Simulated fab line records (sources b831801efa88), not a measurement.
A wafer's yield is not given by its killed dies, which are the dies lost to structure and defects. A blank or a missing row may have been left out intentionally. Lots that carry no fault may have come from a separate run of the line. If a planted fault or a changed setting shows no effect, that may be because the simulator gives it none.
8D (eight disciplines) problem report, filled in by code + flow sfq line + the parts of the form that need people (team, actions taken, sign-off) are left out

== 1. THE ISSUE ==
Mean of heater power total W at SFQ_TRILAYER_JJ_CE_LITHO_PEB_117: 77.57 W across 6 wafers in 2 lots; on wafers with no fault it is 79.15 W (standard deviation 0.069). Relative to the usual mean, that is a shift of -23 standard deviations.
The step: peb time 60 s.
Seen first at day 54 05:30 on litho track-04, wafer L856.2. The record holds 42 wafers of 14 lots with a number at this step. By rule, "out" or "out of limits" means more than 4 standard deviations away from the usual mean. The rest of the wafers with a number are treated as sound.

== 2. WHAT THIS IS AND IS NOT ==
| question                    | is                                 | is not                                                                                                              |
|-----------------------------|------------------------------------|---------------------------------------------------------------------------------------------------------------------|
| which readings at this step | heater power total W, plate temp C | -                                                                                                                   |
| which lots                  | L856, L857                         | L849, L850, L851, L861, L865, L866, L867, L868, L869, L870, L871, L872                                              |
| which wafers of those lots  | all that have a number             | -                                                                                                                   |
| read on which tools         | litho track-04                     | litho track-01, litho track-02                                                                                      |
| when                        | from day 54 05:30                  | up to then (9 sound wafers); but 27 sound wafers of L861, L865, L866, L867, L868, L869, L870, L871, L872 came after |

== 3. THE SUSPECTS, EACH WITH WHAT RULES IT OUT ==
Counting: a tool at a process step up to the reading stays a suspect if it ran every lot that is out and no sound lot after the first of them.
- litho track-04 at SFQ_TRILAYER_JJ_CE_LITHO_PEB_117 (peb time 60 s): ruled out as a lasting fault. The sound lots L865, L867, L868 went through it after L856, its earliest lot that is out (day 54 05:30).
Left after counting: nothing in the record.

== 4. THE CAUSE (what the simulator had put in) ==
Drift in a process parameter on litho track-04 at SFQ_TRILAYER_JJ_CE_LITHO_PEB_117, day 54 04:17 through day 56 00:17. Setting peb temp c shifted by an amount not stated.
Counting ruled it out, wrongly.

== 5. SEQUENCE OF EFFECTS, ordered by route ==
Each row: a reading whose mean over the struck wafers that have a number lies more than 3 standard deviations from the usual. Scope: only readings with a usual standard deviation given in the record; hours: median across lots of the time from each lot's start at the first step in this table that gives one to its start at this step; sigmas: change in usual standard deviations.
| hours | step                                 | reading              | usual    | on struck wafers | change | sigmas |
|-------|--------------------------------------|----------------------|----------|------------------|--------|--------|
| 0     | SFQ_TRILAYER_JJ_CE_LITHO_PEB_117     | heater power total W | 79.15 W  | 77.57            | -1.58  | -23    |
| 0     | SFQ_TRILAYER_JJ_CE_LITHO_PEB_117     | plate temp C         | 115.01 C | 113.28           | -1.73  | -13    |
| 1     | SFQ_TRILAYER_JJ_CE_METRO_MEASURE_117 | cd nm                | 700.1 nm | 733.3            | +33.2  | +24    |
The process steps in it:
- SFQ_TRILAYER_JJ_CE_LITHO_PEB_117: peb time 60 s.
- SFQ_TRILAYER_JJ_CE_METRO_MEASURE_117

== 6. HOW IT WOULD HAVE BEEN CAUGHT EARLIER ==
In this record the first reading out of limits was taken at day 54 05:30, 1 hour after the fault began at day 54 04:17.
